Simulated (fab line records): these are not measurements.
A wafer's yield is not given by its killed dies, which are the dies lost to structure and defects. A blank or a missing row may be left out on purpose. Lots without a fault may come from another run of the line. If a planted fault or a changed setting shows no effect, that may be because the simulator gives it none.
A struck lot beside a sound one / flow gf180mcu / 43 out of 602 route steps
Sound: wafers L648.1, L648.4, L648.5. The struck wafers were L663.1, L663.5, L663.6. The cause is named last.
For every step that has rows: the tool of each side, followed by ch and its chambers, followed by its first start. Under that, the readings that differ: sound wafers / struck wafers / difference of the means / sigmas: that difference in standard deviations of wafers without a fault.
alike: words and numbers the same on both sides, and readings whose means are apart by under 2 such deviations; not compared: readings that were withheld, readings missing a value for some wafer, numbers with overlapping values and no deviation given by the record, and bounds like >300 which may hide the same value.
The two part at a step that has a row with sigmas, a row that says differs or no value, or rows on one side only. Non-overlapping numbers with no deviation appear without sigmas and do not part them. A reading that every wafer of one side lacks parts them only if that side has two wafers or more.

GF_STI_THK_MEAS_02:
  sound on film_metro-03, day 2 08:41; struck on film_metro-04, day 5 10:33
  alike: STI_OXIDATION_THK
then, 1 step without rows for these wafers: GF_STI_CVD_03 (deposits Si3N4 from DCS/NH3, target thk 207.16 nm, time 3551 s).
GF_STI_THK_MEAS_04:
  sound on film_metro-02, day 2 10:44; struck on film_metro-04, day 5 12:35
  alike: STI_CVD_03_THK
then, 7 steps without rows for these wafers: GF_STI_DEHYDRATE_05 (time 60 s); GF_STI_HMDS_06 (prime time 60 s); GF_STI_COAT_07 (resist thk 700 nm); GF_STI_SOFTBAKE_08 (time 60 s); GF_STI_EXPOSE_09 (exposes mask COMP, target cd 220 nm); GF_STI_PEB_10 (peb time 90 s); GF_STI_DEVELOP_11 (develop time 60 s).
GF_STI_CD_MEAS_12: the cd target is 220 nm.
  sound on cd_sem-02, day 2 22:27; struck on cd_sem-01, day 6 03:09
  alike: cd_nm
GF_STI_ETCH_13: etches the open film in CHF3/O2, stops on Si, target depth 282.31 nm, time 112.9 s.
  sound on rie_diel-02 ch 0,3, day 2 22:34; struck on rie_diel-01 ch 0,3, day 6 03:16
  alike: drypump_motor_current_A, oes_product_au, throttle_valve_pct
  not compared: rf_hours_counter_h
GF_STI_ETCH_14: etches Si in HBr/Cl2/O2, target depth 360 nm, time 102.9 s.
  sound on rie_si-01 ch 0,1,2, day 2 22:39; struck on rie_si-01 ch 0,2,3, day 6 03:21
  alike: drypump_motor_current_A, oes_product_au, throttle_valve_pct
  not compared: rf_hours_counter_h
GF_STI_STRIP_15: strips in O2/N2.
  sound on plasma_asher-04 ch 0,1, day 2 22:43; struck on plasma_asher-04 ch 0,1, day 6 03:25
  alike: drypump_motor_current_A, heater_power_w, o2_flow_sccm, oes_product_au, platen_temp_c, strip_time_to_endpoint_s
  not compared: rf_hours_counter_h
then, 6 steps without rows for these wafers: GF_STI_CLEAN_16 (cleans in dHF, time 25 s); GF_STI_WET_ETCH_17 (etches Si3N4 in H3PO4, target depth 45 nm, time 514 s); GF_STI_CLEAN_18 (cleans in SC1/SC2, time 150 s); GF_STI_CLEAN_19 (cleans in dHF, time 20 s); GF_STI_WET_ETCH_20 (etches SiO2 in dHF, target depth 20 nm, time 400 s); GF_STI_OXIDATION_21 (stabilise 600 s, purge 300 s, target thk 15 nm).
GF_STI_THK_MEAS_22:
  sound on film_metro-04, day 3 00:18; struck on film_metro-03, day 6 06:05
reading=STI_OXIDATION_01_THK (nm); sound=15.6 15.8 15.7; struck=14.6 14.9 14.7; difference=-1.0; sigmas=-3
then, 1 step without rows for these wafers: GF_STI_CVD_23 (deposits SiO2, target thk 650 nm, time 108.3 s).
GF_STI_THK_MEAS_24:
  sound on film_metro-03, day 3 00:26; struck on film_metro-04, day 6 06:13
  alike: STI_CVD_23_THK
GF_STI_CMP_25: polishes, stops on Si3N4, t overpolish 33 s, target thk 524.6 nm.
  sound on cmp-02 ch 0,2, day 3 00:29; struck on cmp-02 ch 0,2,3, day 6 06:23
  alike: motor_current_A, overpolish_run_s, time_to_endpoint_s
then, 4 steps without rows for these wafers: GF_STI_WET_ETCH_26 (etches SiO2 in dHF, target depth 94 nm, time 188 s); GF_STI_WET_ETCH_27 (etches Si3N4 in H3PO4, target depth 160 nm, time 1825 s); GF_STI_WET_ETCH_28 (etches SiO2 in dHF, target depth 20 nm, time 40 s); GF_STI_OXIDATION_29 (stabilise 600 s, purge 300 s, target thk 10 nm).
GF_STI_THK_MEAS_30:
  sound on film_metro-03, day 3 02:50; struck on film_metro-02, day 6 09:34
  alike: STI_OXIDATION_02_THK
then, 8 steps without rows for these wafers: GF_DNWELL_DEHYDRATE_00 (time 60 s); GF_DNWELL_HMDS_01 (prime time 60 s); GF_DNWELL_COAT_02 (resist thk 3000 nm); GF_DNWELL_SOFTBAKE_03; GF_DNWELL_EXPOSE_04 (exposes mask DNWELL, target cd 1700 nm); GF_DNWELL_PEB_05; GF_DNWELL_DEVELOP_06 (develop time 60 s); GF_DNWELL_IMPLANT_07.
GF_DNWELL_STRIP_08: strips in O2/N2.
  sound on plasma_asher-03 ch 0, day 3 15:54; struck on plasma_asher-03 ch 0,1, day 7 00:57
  alike: drypump_motor_current_A, heater_power_w, o2_flow_sccm, oes_product_au, platen_temp_c, strip_time_to_endpoint_s
  not compared: rf_hours_counter_h
GF_DNWELL_TW_MEAS_09:
  sound on film_metro-02, day 3 16:00; struck on film_metro-01, day 7 01:03
  alike: DNWELL_TW
then, 3 steps without rows for these wafers: GF_NWELL_DEHYDRATE_00 (time 60 s); GF_NWELL_HMDS_01 (prime time 60 s); GF_NWELL_COAT_02 (resist thk 3000 nm).
-- the record jumps here: 27 days lie between the struck wafers' starts before and after (it left off in module NWELL and takes up again in module PASSIVATION, whose first step shown is number 602 of the route) --
GF_PASSIVATION_PROBE_99:
  the record has rows for the struck wafers here (prober-01, day 34 08:20) and none for the sound ones

== WHERE THEY PART ==
First at GF_STI_THK_MEAS_22; last, within this record, at GF_PASSIVATION_PROBE_99.

WHY: whatever the simulator had introduced
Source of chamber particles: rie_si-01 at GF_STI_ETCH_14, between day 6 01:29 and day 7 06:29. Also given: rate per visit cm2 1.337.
